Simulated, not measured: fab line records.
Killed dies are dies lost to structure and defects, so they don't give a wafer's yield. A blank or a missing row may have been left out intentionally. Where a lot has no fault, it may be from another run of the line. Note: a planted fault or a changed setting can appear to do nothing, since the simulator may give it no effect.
Which of the tools did it? || flow gf180mcu || 9 lots with 27 wafers sampled at 3 steps, on a route of 602 steps

## WHAT THE GAUGES READ, wafer by wafer
GF_LVPWELL_TW_MEAS_11.
{"lot": "L424", "measured": "day 3 22:10", "on": "film-metro-01", "LVPWELL_TW": "551 552 551"}
{"lot": "L425", "measured": "day 4 01:49", "on": "film-metro-01", "LVPWELL_TW": "554 554 552"}
{"lot": "L426", "measured": "day 4 06:08", "on": "film-metro-04", "LVPWELL_TW": "548 548 547"}
{"lot": "L427", "measured": "day 4 12:07", "on": "film-metro-04", "LVPWELL_TW": "549 548 551"}
{"lot": "L428", "measured": "day 4 20:37", "on": "film-metro-01", "LVPWELL_TW": "557 555 557"}
{"lot": "L434", "measured": "day 6 08:41", "on": "film-metro-02", "LVPWELL_TW": "567 560 562"}
{"lot": "L436", "measured": "day 6 18:20", "on": "film-metro-04", "LVPWELL_TW": "550 550 548"}
{"lot": "L437", "measured": "day 6 22:25", "on": "film-metro-02", "LVPWELL_TW": "563 565 563"}
{"lot": "L438", "measured": "day 7 02:52", "on": "film-metro-02", "LVPWELL_TW": "560 562 563"}

GF_VT_IMPLANT_TW_MEAS_10.
{"lot": "L424", "measured": "day 5 14:46", "on": "film-metro-03", "VT_IMPLANT_TW": "556 557 555"}
{"lot": "L425", "measured": "day 5 20:53", "on": "film-metro-02", "VT_IMPLANT_TW": "567 570 568"}
{"lot": "L426", "measured": "day 6 02:08", "on": "film-metro-03", "VT_IMPLANT_TW": "557 553 555"}
{"lot": "L427", "measured": "day 6 07:14", "on": "film-metro-03", "VT_IMPLANT_TW": "554 550 556"}
{"lot": "L428", "measured": "day 6 17:50", "on": "film-metro-01", "VT_IMPLANT_TW": "558 555 554"}
{"lot": "L434", "measured": "day 8 08:08", "on": "film-metro-01", "VT_IMPLANT_TW": "559 561 560"}
{"lot": "L436", "measured": "day 8 19:11", "on": "film-metro-03", "VT_IMPLANT_TW": "914 916 915"}
{"lot": "L437", "measured": "day 8 23:05", "on": "film-metro-01", "VT_IMPLANT_TW": "922 922 924"}
{"lot": "L438", "measured": "day 9 04:50", "on": "film-metro-03", "VT_IMPLANT_TW": "919 918 920"}

## EACH LOT AND THE TOOL THAT RAN IT (in order: tool; ch and the chambers of the sampled wafers; start)
{"lot": "L424", "GF_VT_IMPLANT_IMPLANT_08": "implanter-04 ch 0, day 5 14:31"}
{"lot": "L425", "GF_VT_IMPLANT_IMPLANT_08": "implanter-01 ch 0, day 5 20:38"}
{"lot": "L426", "GF_VT_IMPLANT_IMPLANT_08": "implanter-04 ch 0, day 6 01:53"}
{"lot": "L427", "GF_VT_IMPLANT_IMPLANT_08": "implanter-02 ch 0, day 6 06:59"}
{"lot": "L428", "GF_VT_IMPLANT_IMPLANT_08": "implanter-01 ch 0, day 6 17:35"}
{"lot": "L434", "GF_VT_IMPLANT_IMPLANT_08": "implanter-02 ch 0, day 8 07:53"}
{"lot": "L436", "GF_VT_IMPLANT_IMPLANT_08": "implanter-04 ch 0, day 8 18:56"}
{"lot": "L437", "GF_VT_IMPLANT_IMPLANT_08": "implanter-01 ch 0, day 8 22:50"}
{"lot": "L438", "GF_VT_IMPLANT_IMPLANT_08": "implanter-02 ch 0, day 9 04:36"}
- GF_VT_IMPLANT_IMPLANT_08

## WHAT THE TOOLS THEMSELVES READ (means of the sampled wafers that have a number; where no wafer has one, the mark that the record gives instead)
The record holds no such reading with a usual standard deviation.

## THE ANSWER, worked out from the rows above alone
Rule: the usual values come from the lots themselves. The widest of any qualifying gaps counts: lots, ordered by their means at a reading, are off when they make up no more than a third of the lots, leave a main group of 4 or more, and stand apart from it by 3 or more times the standard deviation of that group's means. Not used: any main group whose means are identical at the precision the tables above print for the reading. Also off: a lot with no number at a reading for which 4 or more lots have one. Any other lot the step has rows for is counted as sound. Order of review: gauges by route order, followed by the tools' own readings, for which a lot's mean as printed above is used. At the first step where some lot is off, the reading lying furthest off is the one used; lots without a number count as furthest.
Off: L436, L437, L438, at GF_VT_IMPLANT_TW_MEAS_10 (VT_IMPLANT_TW). Main group: mean 558, sd 5.
If a tool, at a process step before that reading, ran all the lots that are off and no sound lot after the first of them, it fits. The gauges at GF_VT_IMPLANT_TW_MEAS_10 are tried like those tools. None of those tried fits.

## WHAT THE SIMULATOR HAD INSERTED
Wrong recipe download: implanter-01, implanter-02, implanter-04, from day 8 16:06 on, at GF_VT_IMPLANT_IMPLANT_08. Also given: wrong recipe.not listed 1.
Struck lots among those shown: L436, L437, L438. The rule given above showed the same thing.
